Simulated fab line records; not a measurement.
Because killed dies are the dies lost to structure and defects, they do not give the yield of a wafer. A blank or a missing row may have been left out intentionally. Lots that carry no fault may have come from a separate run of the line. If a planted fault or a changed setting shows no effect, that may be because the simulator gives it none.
Chamber matching + flow sfq_line + SFQ_TRILAYER_A5B_CMP_CMP_130 on cmp-01: 4 sister chambers
The step polishes, stops on Nb, target thk 340.7 nm. 14 wafers are shown with their chamber, then 7 later ones without.

WAFERS, EACH WITH ITS CHAMBER
| wafer  | chamber | motor_current_A (A) | head_pressure_psi (psi) |
|--------|---------|---------------------|-------------------------|
| L285.2 | 2       | 8.6                 | 3.001                   |
| L285.5 | 3       | 10.1                | 3.008                   |
| L285.6 | 2       | 8.6                 | 2.995                   |
| L286.1 | 0       | 12.1                | 3.006                   |
| L286.2 | 2       | 8.4                 | 3.005                   |
| L286.4 | 3       | 9.9                 | 2.996                   |
| L289.4 | 0       | 11.4                | 3.001                   |
| L289.5 | 1       | 9.6                 | 3.005                   |
| L289.6 | 2       | 8.6                 | 3.005                   |
| L291.3 | 2       | 8.5                 | 3.000                   |
| L291.5 | 3       | 9.4                 | 3.005                   |
| L291.6 | 2       | 8.6                 | 2.999                   |
| L294.3 | 0       | 11.9                | 3.009                   |
| L294.5 | 0       | 12.0                | 3.011                   |

SIGNATURES (averages over the wafers above)
| reading           | chamber 0 | chamber 1 | chamber 2 | chamber 3 | scatter within a chamber |
|-------------------|-----------|-----------|-----------|-----------|--------------------------|
| motor_current_A   | 11.850    | 9.600     | 8.550     | 9.800     | 0.242                    |
| head_pressure_psi | 3.00675   | 3.00500   | 3.00083   | 3.00300   | 0.00456                  |
Rule: for a wafer and a chamber, the distance is found by dividing, reading by reading, the gap between the wafer's reading and the chamber's mean by the reading's scatter, squaring, summing and taking the root. The wafer belongs to the nearest chamber; if the next one is less than 2 further off, it can't be placed. How the scatter is found: for the shown wafers, subtract from each reading the mean of its chamber, square and add these, divide the total by (wafers less chambers), then take the root.

WAFERS MISSING THEIR CHAMBER
| wafer  | motor_current_A (A) | head_pressure_psi (psi) |
|--------|---------------------|-------------------------|
| L294.6 | 10.2                | 3.004                   |
| L302.2 | 9.9                 | 2.992                   |
| L302.4 | 8.5                 | 3.004                   |
| L302.6 | 9.3                 | 3.014                   |
| L307.3 | 9.9                 | 3.007                   |
| L307.2 | 9.9                 | 3.006                   |
| L307.5 | 9.5                 | 2.993                   |

CHAMBER TAKEN BY EACH
| wafer  | from the rows above          | in truth |
|--------|------------------------------|----------|
| L294.6 | can't be placed: 3 or 1      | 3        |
| L302.2 | can't be placed: 3 or 1      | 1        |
| L302.4 | 2                            | 2        |
| L302.6 | can't be placed: 1 or 3 or 2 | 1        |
| L307.3 | can't be placed: 3 or 1      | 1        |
| L307.2 | can't be placed: 3 or 1      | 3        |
| L307.5 | can't be placed: 3 or 1 or 2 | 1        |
Correct placement for 1 of the 7. Can't be placed from these rows: 6 (the true chamber is among the candidates in 6). Number placed wrongly: 0.
